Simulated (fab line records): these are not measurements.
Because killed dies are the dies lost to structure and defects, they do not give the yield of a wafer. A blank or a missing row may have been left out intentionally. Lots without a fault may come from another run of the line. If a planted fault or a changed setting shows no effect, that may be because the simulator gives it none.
Lot-split experiment || flow sky130 || 5 lots, 23 wafers read, on a route of 708 steps

== THE SPLIT ITSELF ==
At SKY_VIA1_COAT_06 (resist thk 60 nm), the setting resist_thk_nm was moved away from the recipe's 60 nm on 8 of the 23 wafers read, by -4.7% to -2.9%. For the rest of the wafers, this setting stayed at what the recipe calls for.

== FROM THE SPLIT TO THE READING: what the file shows between them, 2 steps ==
- SKY_VIA1_COAT_07: resist thk 450 nm
- SKY_VIA1_SOFTBAKE_08: time 90 s

== THE READING ==
oes_product_au, in a.u., at SKY_VIA1_ETCH_14 (etches BARC in N2/H2, stops on SiO2, time 45.9 s, target depth 60 nm). A value of 0.855 a.u. with a standard deviation of 0.0047 a.u. is what fault-free wafers of this fab line usually give.

{"wafer": "L077.2", "tool, chamber at the split": "litho_track-03, 0", "resist_thk_nm as run, nm": 60, "against the recipe": "recipe", "oes_product_au, a.u.": 0.851, "against lot-mates on the recipe": "-"}
{"wafer": "L077.3", "tool, chamber at the split": "litho_track-03, 0", "resist_thk_nm as run, nm": 60, "against the recipe": "recipe", "oes_product_au, a.u.": 0.863, "against lot-mates on the recipe": "-"}
{"wafer": "L077.5", "tool, chamber at the split": "litho_track-03, 0", "resist_thk_nm as run, nm": 60, "against the recipe": "recipe", "oes_product_au, a.u.": 0.864, "against lot-mates on the recipe": "-"}
{"wafer": "L080.1", "tool, chamber at the split": "litho_track-03, 0", "resist_thk_nm as run, nm": 60, "against the recipe": "recipe", "oes_product_au, a.u.": 0.853, "against lot-mates on the recipe": "-"}
{"wafer": "L080.2", "tool, chamber at the split": "litho_track-03, 0", "resist_thk_nm as run, nm": 60, "against the recipe": "recipe", "oes_product_au, a.u.": 0.855, "against lot-mates on the recipe": "-"}
{"wafer": "L080.3", "tool, chamber at the split": "litho_track-03, 0", "resist_thk_nm as run, nm": 60, "against the recipe": "recipe", "oes_product_au, a.u.": 0.852, "against lot-mates on the recipe": "-"}
{"wafer": "L080.5", "tool, chamber at the split": "litho_track-03, 0", "resist_thk_nm as run, nm": 60, "against the recipe": "recipe", "oes_product_au, a.u.": 0.845, "against lot-mates on the recipe": "-"}
{"wafer": "L080.6", "tool, chamber at the split": "litho_track-03, 0", "resist_thk_nm as run, nm": 60, "against the recipe": "recipe", "oes_product_au, a.u.": 0.857, "against lot-mates on the recipe": "-"}
{"wafer": "L081.1", "tool, chamber at the split": "litho_track-02, 0", "resist_thk_nm as run, nm": 60, "against the recipe": "recipe", "oes_product_au, a.u.": 0.857, "against lot-mates on the recipe": "-"}
{"wafer": "L081.2", "tool, chamber at the split": "litho_track-02, 0", "resist_thk_nm as run, nm": 58.13, "against the recipe": "-3.1%", "oes_product_au, a.u.": 0.830, "against lot-mates on the recipe": -0.025}
{"wafer": "L081.3", "tool, chamber at the split": "litho_track-02, 0", "resist_thk_nm as run, nm": 58.13, "against the recipe": "-3.1%", "oes_product_au, a.u.": 0.846, "against lot-mates on the recipe": -0.009}
{"wafer": "L081.4", "tool, chamber at the split": "litho_track-02, 0", "resist_thk_nm as run, nm": 58.13, "against the recipe": "-3.1%", "oes_product_au, a.u.": 0.836, "against lot-mates on the recipe": -0.019}
{"wafer": "L081.5", "tool, chamber at the split": "litho_track-02, 0", "resist_thk_nm as run, nm": 60, "against the recipe": "recipe", "oes_product_au, a.u.": 0.854, "against lot-mates on the recipe": "-"}
{"wafer": "L082.2", "tool, chamber at the split": "litho_track-02, 0", "resist_thk_nm as run, nm": 57.16, "against the recipe": "-4.7%", "oes_product_au, a.u.": 0.830, "against lot-mates on the recipe": -0.026}
{"wafer": "L082.3", "tool, chamber at the split": "litho_track-02, 0", "resist_thk_nm as run, nm": 60, "against the recipe": "recipe", "oes_product_au, a.u.": 0.859, "against lot-mates on the recipe": "-"}
{"wafer": "L082.4", "tool, chamber at the split": "litho_track-02, 0", "resist_thk_nm as run, nm": 57.16, "against the recipe": "-4.7%", "oes_product_au, a.u.": 0.835, "against lot-mates on the recipe": -0.021}
{"wafer": "L082.5", "tool, chamber at the split": "litho_track-02, 0", "resist_thk_nm as run, nm": 60, "against the recipe": "recipe", "oes_product_au, a.u.": 0.857, "against lot-mates on the recipe": "-"}
{"wafer": "L082.6", "tool, chamber at the split": "litho_track-02, 0", "resist_thk_nm as run, nm": 60, "against the recipe": "recipe", "oes_product_au, a.u.": 0.853, "against lot-mates on the recipe": "-"}
{"wafer": "L084.1", "tool, chamber at the split": "litho_track-03, 0", "resist_thk_nm as run, nm": 58.25, "against the recipe": "-2.9%", "oes_product_au, a.u.": 0.841, "against lot-mates on the recipe": -0.015}
{"wafer": "L084.2", "tool, chamber at the split": "litho_track-03, 0", "resist_thk_nm as run, nm": 58.25, "against the recipe": "-2.9%", "oes_product_au, a.u.": 0.840, "against lot-mates on the recipe": -0.016}
{"wafer": "L084.4", "tool, chamber at the split": "litho_track-03, 0", "resist_thk_nm as run, nm": 58.25, "against the recipe": "-2.9%", "oes_product_au, a.u.": 0.831, "against lot-mates on the recipe": -0.025}
{"wafer": "L084.5", "tool, chamber at the split": "litho_track-03, 0", "resist_thk_nm as run, nm": 60, "against the recipe": "recipe", "oes_product_au, a.u.": 0.851, "against lot-mates on the recipe": "-"}
{"wafer": "L084.6", "tool, chamber at the split": "litho_track-03, 0", "resist_thk_nm as run, nm": 60, "against the recipe": "recipe", "oes_product_au, a.u.": 0.861, "against lot-mates on the recipe": "-"}

FIT RESULTS
A straight line over all 23 wafers: oes_product_au changes by +0.00542 a.u. for each +1% of resist_thk_nm; r = +0.88; the points scatter about the line by 0.0053 a.u.
The same after taking each lot's own level away (the mean of its wafers on the recipe; 23 wafers): +0.00556 a.u. for each +1%; r = +0.90; scatter 0.0049 a.u.
That fit puts the effect of the largest move of resist_thk_nm on the reading at 0.026 a.u.
Measured against the standard deviation above, the lots' own levels, which go from 0.8524 to 0.8593 a.u., span 1.5 times it.
The two slopes agree, so the slope changes little with the lot-to-lot level.
Check: for one of the wafers moved furthest among these (-4.7%), held out of the fit, the line's prediction against its lot-mates is -0.0266 a.u. Against them it came out at -0.0263 a.u.

== OTHER SPLITS ON THESE WAFERS ==
Other splits were also applied to these wafers ahead of the reading. Each is held against what the fit with the lots' levels taken away leaves over:
{"other split on the same wafers": "SKY_CONTACT_ETCH_18 bias_w", "wafers away from the commonest value": 8, "r with oes_product_au (lot level and that fit taken away)": "+0.19"}
{"other split on the same wafers": "SKY_CONTACT_CVD_24 pressure_torr", "wafers away from the commonest value": 15, "r with oes_product_au (lot level and that fit taken away)": "+0.05"}
{"other split on the same wafers": "SKY_METAL1_COAT_09 resist_thk_nm", "wafers away from the commonest value": 9, "r with oes_product_au (lot level and that fit taken away)": -0.08}
{"other split on the same wafers": "SKY_METAL1_DEVELOP_14 dev_temp_c", "wafers away from the commonest value": 8, "r with oes_product_au (lot level and that fit taken away)": "+0.12"}
{"other split on the same wafers": "SKY_VIA1_CMP_02 leave_above_ref_nm", "wafers away from the commonest value": 11, "r with oes_product_au (lot level and that fit taken away)": "+0.06"}

== THE WHOLE CHAIN: every reading that the file lists as answering this split, in the file's order ==
{"step": "SKY_VIA1_ETCH_14", "what it does": "etches BARC in N2/H2, stops on SiO2, time 45.9 s, target depth 60 nm", "reading": "oes_product_au", "change (the file's fit)": "+0.00551 a.u. for each +1% of the setting", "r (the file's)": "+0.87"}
{"step": "SKY_VIA1_ETCH_14", "what it does": "etches BARC in N2/H2, stops on SiO2, time 45.9 s, target depth 60 nm", "reading": "etch.depth_nm (the simulator's own value, which no gauge read)", "change (the file's fit)": "+0.612 nm for each +1% of the setting", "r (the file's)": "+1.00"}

== THE FILE'S OWN FIT ==
oes_product_au changes by +0.00551 a.u. for each +1% of resist_thk_nm, r = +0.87.
